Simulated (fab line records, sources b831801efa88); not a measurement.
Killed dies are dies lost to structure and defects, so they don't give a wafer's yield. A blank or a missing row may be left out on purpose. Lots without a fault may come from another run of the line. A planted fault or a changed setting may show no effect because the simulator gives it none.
Which tool did it? | flow gf180mcu | 14 lots, 42 wafers sampled, at 5 steps of a route of 602

WHAT THE GAUGES READ, wafer by wafer
GF_VT_IMPLANT_RS_MEAS_48: measures by four-point-probe. Usual: LVPWELL_RS 1197 ohm/sq, standard deviation 3.
lot  | measured     | on            | LVPWELL_RS (ohm/sq) | flag
L544 | day 7 11:07  | film_metro-04 | 1196 1199 1195      |
L545 | day 7 21:23  | film_metro-02 | 1201 1195 1197      |
L546 | day 8 06:16  | film_metro-04 | 1197 1194 1197      |
L547 | day 8 07:08  | film_metro-03 | 1199 1195 1195      |
L548 | day 8 13:10  | film_metro-03 | 1200 1201 1200      |
L553 | day 9 23:30  | film_metro-03 | 1288 1282 1287      | OFF
L554 | day 10 05:35 | film_metro-03 | 1290 1288 1286      | OFF
L560 | day 11 22:23 | film_metro-02 | 1198 1196 1196      |
L561 | day 12 03:35 | film_metro-02 | 1194 1194 1193      |
L563 | day 12 17:22 | film_metro-02 | 1198 1195 1192      |
L564 | day 12 21:52 | film_metro-04 | 1190 1192 1194      |
L565 | day 13 05:29 | film_metro-03 | 1195 1194 1194      |
L566 | day 13 12:42 | film_metro-02 | 1198 1198 1200      |
L567 | day 14 04:52 | film_metro-04 | 1197 1197 1199      |

GF_DUAL_GATE_THK_MEAS_03. Usual: DUAL_GATE_OXIDATION_00_THK 10.89 nm, standard deviation 0.2.
lot  | measured     | on            | DUAL_GATE_OXIDATION_00_THK (nm) | flag
L544 | day 7 18:22  | film_metro-04 | 11.11 11.10 11.13               |
L545 | day 8 00:10  | film_metro-02 | 10.81 10.91 10.90               |
L546 | day 8 08:07  | film_metro-01 | 10.89 10.93 10.97               |
L547 | day 8 09:34  | film_metro-04 | 10.97 10.90 10.72               |
L548 | day 8 17:05  | film_metro-04 | 11.32 11.02 11.07               |
L553 | day 10 05:16 | film_metro-02 | 10.61 10.85 10.77               |
L554 | day 10 08:37 | film_metro-02 | 10.56 10.41 10.64               |
L560 | day 12 03:18 | film_metro-04 | 10.83 10.67 10.82               |
L561 | day 12 07:33 | film_metro-02 | 11.03 11.19 11.21               |
L563 | day 12 19:14 | film_metro-01 | 10.81 10.38 10.79               |
L564 | day 12 23:58 | film_metro-02 | 10.85 10.80 10.70               |
L565 | day 13 07:24 | film_metro-04 | 10.96 10.85 10.88               |
L566 | day 13 14:58 | film_metro-01 | 10.98 10.96 11.03               |
L567 | day 14 06:49 | film_metro-02 | 11.08 11.12 11.22               |

GF_V1_CD_MEAS_14: target cd 260 nm. Usual: cd_nm 259.9 nm, standard deviation 1.1.
lot  | measured     | on        | cd_nm (nm)        | flag
L544 | day 18 02:52 | cd_sem-01 | 258.4 259.4 258.4 |
L545 | day 18 06:40 | cd_sem-01 | 256.9 257.2 258.3 |
L546 | day 18 22:22 | cd_sem-01 | 262.3 260.8 261.2 |
L547 | day 19 01:00 | cd_sem-01 | 261.5 261.1 261.3 |
L548 | day 19 11:31 | cd_sem-01 | 259.7 260.4 259.8 |
L553 | day 21 16:55 | cd_sem-01 | 260.8 261.5 260.2 |
L554 | day 21 20:15 | cd_sem-01 | 258.6 259.6 259.5 |
L560 | day 23 21:59 | cd_sem-02 | 259.4 258.9 259.8 |
L561 | day 24 02:53 | cd_sem-01 | 259.9 259.8 259.6 |
L563 | day 24 15:04 | cd_sem-01 | 259.9 260.4 260.3 |
L564 | day 24 22:43 | cd_sem-02 | 261.1 261.6 262.1 |
L565 | day 25 06:09 | cd_sem-01 | 260.0 261.2 261.0 |
L566 | day 25 17:57 | cd_sem-01 | 261.5 261.6 260.0 |
L567 | day 26 06:43 | cd_sem-01 | 258.0 259.9 259.6 |

GF_V2_THK_MEAS_01. Usual: V2_CVD_00_THK 600 nm, standard deviation 5.5.
lot  | measured     | on            | V2_CVD_00_THK (nm) | flag
L544 | day 19 05:24 | film_metro-04 | 602 605 600        |
L545 | day 19 09:25 | film_metro-02 | 616 605 608        |
L546 | day 20 00:55 | film_metro-04 | 601 594 597        |
L547 | day 20 03:45 | film_metro-04 | 593 594 588        |
L548 | day 20 14:11 | film_metro-02 | 600 598 609        |
L553 | day 22 18:52 | film_metro-03 | 605 602 599        |
L554 | day 22 22:25 | film_metro-04 | 600 599 598        |
L560 | day 24 23:17 | film_metro-03 | 597 594 603        |
L561 | day 25 03:30 | film_metro-02 | 596 600 590        |
L563 | day 25 15:04 | film_metro-03 | 600 594 594        |
L564 | day 25 22:16 | film_metro-04 | 609 596 598        |
L565 | day 26 05:23 | film_metro-02 | 602 599 600        |
L566 | day 26 16:34 | film_metro-02 | 595 602 605        |
L567 | day 27 05:57 | film_metro-04 | 606 605 599        |

WHICH TOOL RAN EACH LOT (tool, then ch and the chambers of the sampled wafers, then the start)
lot  | GF_LVPWELL_IMPLANT_09
L544 | implanter-01 ch 0, day 3 20:13
L545 | implanter-03 ch 0, day 4 05:24
L546 | implanter-03 ch 0, day 4 12:47
L547 | implanter-01 ch 0, day 4 13:00
L548 | implanter-01 ch 0, day 4 18:53
L553 | implanter-02 ch 0, day 6 00:01
L554 | implanter-02 ch 0, day 6 05:02
L560 | implanter-01 ch 0, day 7 15:21
L561 | implanter-01 ch 0, day 7 19:59
L563 | implanter-01 ch 0, day 8 06:58
L564 | implanter-01 ch 0, day 8 12:10
L565 | implanter-01 ch 0, day 8 16:06
L566 | implanter-02 ch 0, day 8 22:29
L567 | implanter-02 ch 0, day 9 11:01
- GF_LVPWELL_IMPLANT_09

WHAT THE TOOLS THEMSELVES READ (means of the sampled wafers that have a number; where no wafer has one, the mark that the record gives instead)
GF_LVPWELL_IMPLANT_09. Usual: dose_ions_cm2 4.999e+12, standard deviation 4.9e+09; faraday_current_uA 28.2, standard deviation 0.55.
lot  | tool         | dose_ions_cm2 | faraday_current_uA | flag
L544 | implanter-01 | 4.998e+12     | 27.6               |
L545 | implanter-03 | 4.994e+12     | 28.1               |
L546 | implanter-03 | 5.000e+12     | 28.3               |
L547 | implanter-01 | 4.998e+12     | 28.9               |
L548 | implanter-01 | 5.004e+12     | 28.1               |
L553 | implanter-02 | 3.172e+12     | 18.1               | OFF
L554 | implanter-02 | 3.178e+12     | 17.6               | OFF
L560 | implanter-01 | 4.996e+12     | 28.3               |
L561 | implanter-01 | 4.994e+12     | 28.5               |
L563 | implanter-01 | 4.999e+12     | 28.1               |
L564 | implanter-01 | 4.997e+12     | 28.2               |
L565 | implanter-01 | 5.004e+12     | 28.3               |
L566 | implanter-02 | 4.996e+12     | 27.9               |
L567 | implanter-02 | 4.999e+12     | 28.5               |

THE ANSWER, worked out from the rows above alone
Rule: a lot is off if the mean of its wafers that have a number lies more than 3 standard deviations from the usual mean. A lot without any number at a reading at which 4 lots or more have one is off too. The other lots that the step has rows for count as sound. The gauges are gone through in route order, then the tools' own readings, and for those a lot's mean is taken as printed above. The first step at which some lot is off is used, and at that step the reading that is off furthest; a lot without a number counts as furthest.
Off: L553, L554, at GF_VT_IMPLANT_RS_MEAS_48 (LVPWELL_RS).
A tool fits if, at a process step before that reading, it ran every lot that is off, and no sound lot after the first of them. The gauges at GF_VT_IMPLANT_RS_MEAS_48 aren't tried: what is off there is off at GF_LVPWELL_IMPLANT_09 too, on other tools, and a gauge's error can't cause that. None of those tried fits.

WHAT THE SIMULATOR HAD PUT IN
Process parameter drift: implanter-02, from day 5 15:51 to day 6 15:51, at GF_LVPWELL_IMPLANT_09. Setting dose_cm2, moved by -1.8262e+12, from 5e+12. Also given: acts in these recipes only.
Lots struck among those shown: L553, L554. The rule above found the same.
